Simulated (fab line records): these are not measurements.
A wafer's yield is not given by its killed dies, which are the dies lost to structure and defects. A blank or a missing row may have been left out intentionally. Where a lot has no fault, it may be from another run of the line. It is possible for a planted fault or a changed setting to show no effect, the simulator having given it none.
Which tool is to blame? || flow gf180mcu || 13 lots, 39 wafers sampled, at 5 steps of a route of 602

## WHAT EACH GAUGE READ, for each wafer
GF_MIM_THK_MEAS_06. Usual: for MIM_CVD_05_THK the level is 42.1 nm and the standard deviation is 0.53.
{"lot": "L474", "measured": "day 24 16:12", "on": "film_metro-04", "MIM_CVD_05_THK (nm)": "40.8 42.7 42.5", "flag": ""}
{"lot": "L475", "measured": "day 24 22:38", "on": "film_metro-02", "MIM_CVD_05_THK (nm)": "42.5 42.0 42.6", "flag": ""}
{"lot": "L477", "measured": "day 25 18:21", "on": "film_metro-02", "MIM_CVD_05_THK (nm)": "41.3 41.5 41.4", "flag": ""}
{"lot": "L478", "measured": "day 26 04:07", "on": "film_metro-02", "MIM_CVD_05_THK (nm)": "41.6 41.2 42.3", "flag": ""}
{"lot": "L479", "measured": "day 26 12:49", "on": "film_metro-03", "MIM_CVD_05_THK (nm)": "41.9 41.1 41.4", "flag": ""}
{"lot": "L485", "measured": "day 28 15:34", "on": "film_metro-04", "MIM_CVD_05_THK (nm)": "42.3 42.3 42.6", "flag": ""}
{"lot": "L488", "measured": "day 29 15:09", "on": "film_metro-02", "MIM_CVD_05_THK (nm)": "41.6 42.5 42.3", "flag": ""}
{"lot": "L489", "measured": "day 29 19:41", "on": "film_metro-03", "MIM_CVD_05_THK (nm)": "40.6 40.8 41.0", "flag": ""}
{"lot": "L490", "measured": "day 29 20:02", "on": "film_metro-03", "MIM_CVD_05_THK (nm)": "42.1 42.6 42.2", "flag": ""}
{"lot": "L491", "measured": "day 30 05:35", "on": "film_metro-02", "MIM_CVD_05_THK (nm)": "42.0 41.9 42.5", "flag": ""}
{"lot": "L492", "measured": "day 30 07:32", "on": "film_metro-03", "MIM_CVD_05_THK (nm)": "42.2 41.8 42.4", "flag": ""}
{"lot": "L495", "measured": "day 31 02:42", "on": "film_metro-02", "MIM_CVD_05_THK (nm)": "42.2 42.2 42.5", "flag": ""}
{"lot": "L496", "measured": "day 31 08:30", "on": "film_metro-02", "MIM_CVD_05_THK (nm)": "42.4 42.5 42.6", "flag": ""}

GF_V5_THK_MEAS_01. Usual: for V5_CVD_00_THK the level is 300 nm and the standard deviation is 3.9.
{"lot": "L474", "measured": "day 26 12:08", "on": "film_metro-02", "V5_CVD_00_THK (nm)": "301 299 300", "flag": ""}
{"lot": "L475", "measured": "day 26 18:05", "on": "film_metro-01", "V5_CVD_00_THK (nm)": "304 302 298", "flag": ""}
{"lot": "L477", "measured": "day 27 13:05", "on": "film_metro-02", "V5_CVD_00_THK (nm)": "294 294 297", "flag": ""}
{"lot": "L478", "measured": "day 27 22:42", "on": "film_metro-04", "V5_CVD_00_THK (nm)": "602 598 599 602 598 599", "flag": "OFF"}
{"lot": "L479", "measured": "day 28 07:37", "on": "film_metro-01", "V5_CVD_00_THK (nm)": "599 592 596 599 592 596", "flag": "OFF"}
{"lot": "L485", "measured": "day 30 06:19", "on": "film_metro-01", "V5_CVD_00_THK (nm)": "303 303 301", "flag": ""}
{"lot": "L488", "measured": "day 31 04:49", "on": "film_metro-01", "V5_CVD_00_THK (nm)": "302 299 300", "flag": ""}
{"lot": "L489", "measured": "day 31 09:23", "on": "film_metro-01", "V5_CVD_00_THK (nm)": "300 302 302", "flag": ""}
{"lot": "L490", "measured": "day 31 09:44", "on": "film_metro-04", "V5_CVD_00_THK (nm)": "296 299 305", "flag": ""}
{"lot": "L491", "measured": "day 31 18:34", "on": "film_metro-02", "V5_CVD_00_THK (nm)": "295 306 295", "flag": ""}
{"lot": "L492", "measured": "day 31 20:23", "on": "film_metro-02", "V5_CVD_00_THK (nm)": "292 300 303", "flag": ""}
{"lot": "L495", "measured": "day 32 14:29", "on": "film_metro-04", "V5_CVD_00_THK (nm)": "305 303 303", "flag": ""}
{"lot": "L496", "measured": "day 32 19:42", "on": "film_metro-04", "V5_CVD_00_THK (nm)": "299 302 299", "flag": ""}

## TOOL THAT RAN EACH LOT (tool first, then ch and the chambers of the sampled wafers, then the start)
{"lot": "L474", "GF_MIM_SPUTTER_07": "pvd_sputter-04, day 24 16:14", "GF_MIM_METAL_ETCH_19": "rie_metal-02 ch 0,1, day 25 14:15", "GF_V5_CVD_00": "hdpcvd-02 ch 1,2, day 26 12:04"}
{"lot": "L475", "GF_MIM_SPUTTER_07": "pvd_sputter-02, day 24 22:41", "GF_MIM_METAL_ETCH_19": "rie_metal-02 ch 0,1, day 25 20:14", "GF_V5_CVD_00": "hdpcvd-01 ch 0,1,2, day 26 18:02"}
{"lot": "L477", "GF_MIM_SPUTTER_07": "pvd_sputter-03, day 25 18:25", "GF_MIM_METAL_ETCH_19": "rie_metal-03 ch 0,1, day 26 14:50", "GF_V5_CVD_00": "hdpcvd-02 ch 0,1,2, day 27 13:02"}
{"lot": "L478", "GF_MIM_SPUTTER_07": "pvd_sputter-02, day 26 04:11", "GF_MIM_METAL_ETCH_19": "rie_metal-02 ch 0,1, day 27 00:59", "GF_V5_CVD_00": "hdpcvd-02 ch 0,1,2, day 27 22:19"}
{"lot": "L479", "GF_MIM_SPUTTER_07": "pvd_sputter-02, day 26 12:53", "GF_MIM_METAL_ETCH_19": "rie_metal-03 ch 0,1, day 27 09:35", "GF_V5_CVD_00": "hdpcvd-02 ch 0,1,2, day 28 07:21"}
{"lot": "L485", "GF_MIM_SPUTTER_07": "pvd_sputter-04, day 28 15:37", "GF_MIM_METAL_ETCH_19": "rie_metal-03 ch 0,1, day 29 10:48", "GF_V5_CVD_00": "hdpcvd-02 ch 0,2, day 30 06:15"}
{"lot": "L488", "GF_MIM_SPUTTER_07": "pvd_sputter-02, day 29 15:12", "GF_MIM_METAL_ETCH_19": "rie_metal-02 ch 0,1, day 30 09:59", "GF_V5_CVD_00": "hdpcvd-01 ch 0,1, day 31 04:46"}
{"lot": "L489", "GF_MIM_SPUTTER_07": "pvd_sputter-02, day 29 19:44", "GF_MIM_METAL_ETCH_19": "rie_metal-03 ch 0,1, day 30 13:47", "GF_V5_CVD_00": "hdpcvd-02 ch 1,2, day 31 09:20"}
{"lot": "L490", "GF_MIM_SPUTTER_07": "pvd_sputter-03, day 29 20:05", "GF_MIM_METAL_ETCH_19": "rie_metal-01 ch 0,1, day 30 14:17", "GF_V5_CVD_00": "hdpcvd-01 ch 0,1, day 31 09:41"}
{"lot": "L491", "GF_MIM_SPUTTER_07": "pvd_sputter-04, day 30 05:38", "GF_MIM_METAL_ETCH_19": "rie_metal-01 ch 0,1, day 30 23:41", "GF_V5_CVD_00": "hdpcvd-02 ch 0,1,2, day 31 18:31"}
{"lot": "L492", "GF_MIM_SPUTTER_07": "pvd_sputter-02, day 30 07:36", "GF_MIM_METAL_ETCH_19": "rie_metal-02 ch 0,1, day 31 01:56", "GF_V5_CVD_00": "hdpcvd-01 ch 0,1,2, day 31 20:20"}
{"lot": "L495", "GF_MIM_SPUTTER_07": "pvd_sputter-02, day 31 02:45", "GF_MIM_METAL_ETCH_19": "rie_metal-02 ch 0,1, day 31 20:14", "GF_V5_CVD_00": "hdpcvd-01 ch 1,2, day 32 14:26"}
{"lot": "L496", "GF_MIM_SPUTTER_07": "pvd_sputter-02, day 31 08:33", "GF_MIM_METAL_ETCH_19": "rie_metal-02 ch 0,1, day 32 01:20", "GF_V5_CVD_00": "hdpcvd-02 ch 1,2, day 32 19:39"}
- GF_MIM_SPUTTER_07: material TiN, target thk 60 nm, time 50 s.
- GF_MIM_METAL_ETCH_19: etches the open film in Cl2/BCl3, stops on Si3N4, target depth 324.5 nm, time 54.1 s.
- GF_V5_CVD_00: deposits SiO2, target thk 300 nm, time 50 s.

## AS READ BY THE TOOLS THEMSELVES (means over the sampled wafers that have a number; for cases with no such wafer, the mark the record gives instead)
GF_MIM_SPUTTER_07. Usual: throttle_valve_pct reads 30.2 % (standard deviation 0.9).
{"lot": "L474", "tool": "pvd_sputter-04", "throttle_valve_pct (%)": 29.8, "flag": ""}
{"lot": "L475", "tool": "pvd_sputter-02", "throttle_valve_pct (%)": 30.7, "flag": ""}
{"lot": "L477", "tool": "pvd_sputter-03", "throttle_valve_pct (%)": 29.7, "flag": ""}
{"lot": "L478", "tool": "pvd_sputter-02", "throttle_valve_pct (%)": 30.6, "flag": ""}
{"lot": "L479", "tool": "pvd_sputter-02", "throttle_valve_pct (%)": 30.6, "flag": ""}
{"lot": "L485", "tool": "pvd_sputter-04", "throttle_valve_pct (%)": 29.4, "flag": ""}
{"lot": "L488", "tool": "pvd_sputter-02", "throttle_valve_pct (%)": 31.4, "flag": ""}
{"lot": "L489", "tool": "pvd_sputter-02", "throttle_valve_pct (%)": 29.9, "flag": ""}
{"lot": "L490", "tool": "pvd_sputter-03", "throttle_valve_pct (%)": 29.7, "flag": ""}
{"lot": "L491", "tool": "pvd_sputter-04", "throttle_valve_pct (%)": 30.0, "flag": ""}
{"lot": "L492", "tool": "pvd_sputter-02", "throttle_valve_pct (%)": 30.4, "flag": ""}
{"lot": "L495", "tool": "pvd_sputter-02", "throttle_valve_pct (%)": 30.8, "flag": ""}
{"lot": "L496", "tool": "pvd_sputter-02", "throttle_valve_pct (%)": 30.1, "flag": ""}

GF_MIM_METAL_ETCH_19. Usual: chamber_pressure_mTorr 8.000 mTorr, standard deviation 0.0073; drypump_motor_current_A 5.7 A, standard deviation 0.53; he_backside_leak_sccm 3.19 sccm, standard deviation 0.23; oes_product_au 0.944 a.u., standard deviation 0.0062; rf_fwd_power_W 791 W, standard deviation 3.4; throttle_valve_pct 28.281 %, standard deviation 0.011.
{"lot": "L474", "tool": "rie_metal-02", "chamber_pressure_mTorr (mTorr)": 7.997, "drypump_motor_current_A (A)": 6.0, "he_backside_leak_sccm (sccm)": 3.11, "oes_product_au (a.u.)": 0.949, "rf_fwd_power_W (W)": 790, "throttle_valve_pct (%)": 28.273, "flag": ""}
{"lot": "L475", "tool": "rie_metal-02", "chamber_pressure_mTorr (mTorr)": 8.001, "drypump_motor_current_A (A)": 6.2, "he_backside_leak_sccm (sccm)": 3.14, "oes_product_au (a.u.)": 0.947, "rf_fwd_power_W (W)": 788, "throttle_valve_pct (%)": 28.282, "flag": ""}
{"lot": "L477", "tool": "rie_metal-03", "chamber_pressure_mTorr (mTorr)": 8.002, "drypump_motor_current_A (A)": 5.5, "he_backside_leak_sccm (sccm)": 3.22, "oes_product_au (a.u.)": 0.941, "rf_fwd_power_W (W)": 794, "throttle_valve_pct (%)": 28.289, "flag": ""}
{"lot": "L478", "tool": "rie_metal-02", "chamber_pressure_mTorr (mTorr)": 7.996, "drypump_motor_current_A (A)": 6.2, "he_backside_leak_sccm (sccm)": 3.21, "oes_product_au (a.u.)": 0.944, "rf_fwd_power_W (W)": 789, "throttle_valve_pct (%)": 28.277, "flag": ""}
{"lot": "L479", "tool": "rie_metal-03", "chamber_pressure_mTorr (mTorr)": 8.002, "drypump_motor_current_A (A)": 5.3, "he_backside_leak_sccm (sccm)": 3.30, "oes_product_au (a.u.)": 0.945, "rf_fwd_power_W (W)": 792, "throttle_valve_pct (%)": 28.274, "flag": ""}
{"lot": "L485", "tool": "rie_metal-03", "chamber_pressure_mTorr (mTorr)": 7.994, "drypump_motor_current_A (A)": 5.3, "he_backside_leak_sccm (sccm)": 3.18, "oes_product_au (a.u.)": 0.950, "rf_fwd_power_W (W)": 796, "throttle_valve_pct (%)": 28.276, "flag": ""}
{"lot": "L488", "tool": "rie_metal-02", "chamber_pressure_mTorr (mTorr)": 8.007, "drypump_motor_current_A (A)": 6.2, "he_backside_leak_sccm (sccm)": 3.27, "oes_product_au (a.u.)": 0.944, "rf_fwd_power_W (W)": 789, "throttle_valve_pct (%)": 28.277, "flag": ""}
{"lot": "L489", "tool": "rie_metal-03", "chamber_pressure_mTorr (mTorr)": 8.003, "drypump_motor_current_A (A)": 5.5, "he_backside_leak_sccm (sccm)": 3.06, "oes_product_au (a.u.)": 0.946, "rf_fwd_power_W (W)": 791, "throttle_valve_pct (%)": 28.293, "flag": ""}
{"lot": "L490", "tool": "rie_metal-01", "chamber_pressure_mTorr (mTorr)": 7.993, "drypump_motor_current_A (A)": 5.4, "he_backside_leak_sccm (sccm)": 3.18, "oes_product_au (a.u.)": 0.942, "rf_fwd_power_W (W)": 791, "throttle_valve_pct (%)": 28.277, "flag": ""}
{"lot": "L491", "tool": "rie_metal-01", "chamber_pressure_mTorr (mTorr)": 8.006, "drypump_motor_current_A (A)": 5.1, "he_backside_leak_sccm (sccm)": 3.15, "oes_product_au (a.u.)": 0.948, "rf_fwd_power_W (W)": 792, "throttle_valve_pct (%)": 28.279, "flag": ""}
{"lot": "L492", "tool": "rie_metal-02", "chamber_pressure_mTorr (mTorr)": 8.004, "drypump_motor_current_A (A)": 6.0, "he_backside_leak_sccm (sccm)": 3.08, "oes_product_au (a.u.)": 0.946, "rf_fwd_power_W (W)": 786, "throttle_valve_pct (%)": 28.268, "flag": ""}
{"lot": "L495", "tool": "rie_metal-02", "chamber_pressure_mTorr (mTorr)": 7.998, "drypump_motor_current_A (A)": 6.2, "he_backside_leak_sccm (sccm)": 3.07, "oes_product_au (a.u.)": 0.948, "rf_fwd_power_W (W)": 787, "throttle_valve_pct (%)": 28.275, "flag": ""}
{"lot": "L496", "tool": "rie_metal-02", "chamber_pressure_mTorr (mTorr)": 8.002, "drypump_motor_current_A (A)": 6.0, "he_backside_leak_sccm (sccm)": 3.06, "oes_product_au (a.u.)": 0.944, "rf_fwd_power_W (W)": 790, "throttle_valve_pct (%)": 28.284, "flag": ""}

## THE ANSWER, worked out from the rows above alone
Rule: a lot is off if the mean of its wafers that have a number lies more than 3 standard deviations from the usual mean. Also off: a lot with no number at a reading for which 4 or more lots have one. The other lots that the step has rows for count as sound. Order of review: gauges by route order, followed by the tools' own readings, for which a lot's mean as printed above is used. The first step at which some lot is off is used, and at that step the reading that is off furthest; a lot without a number counts as furthest.
Off: L478, L479, seen at GF_V5_THK_MEAS_01 (V5_CVD_00_THK).
A tool fits if, at a process step before that reading, it ran every lot that is off, and no sound lot after the first of them. Those tools and the gauges at GF_V5_THK_MEAS_01 are tried in the same way. Of those tried, none fits.

## WHAT WAS PUT IN BY THE SIMULATOR
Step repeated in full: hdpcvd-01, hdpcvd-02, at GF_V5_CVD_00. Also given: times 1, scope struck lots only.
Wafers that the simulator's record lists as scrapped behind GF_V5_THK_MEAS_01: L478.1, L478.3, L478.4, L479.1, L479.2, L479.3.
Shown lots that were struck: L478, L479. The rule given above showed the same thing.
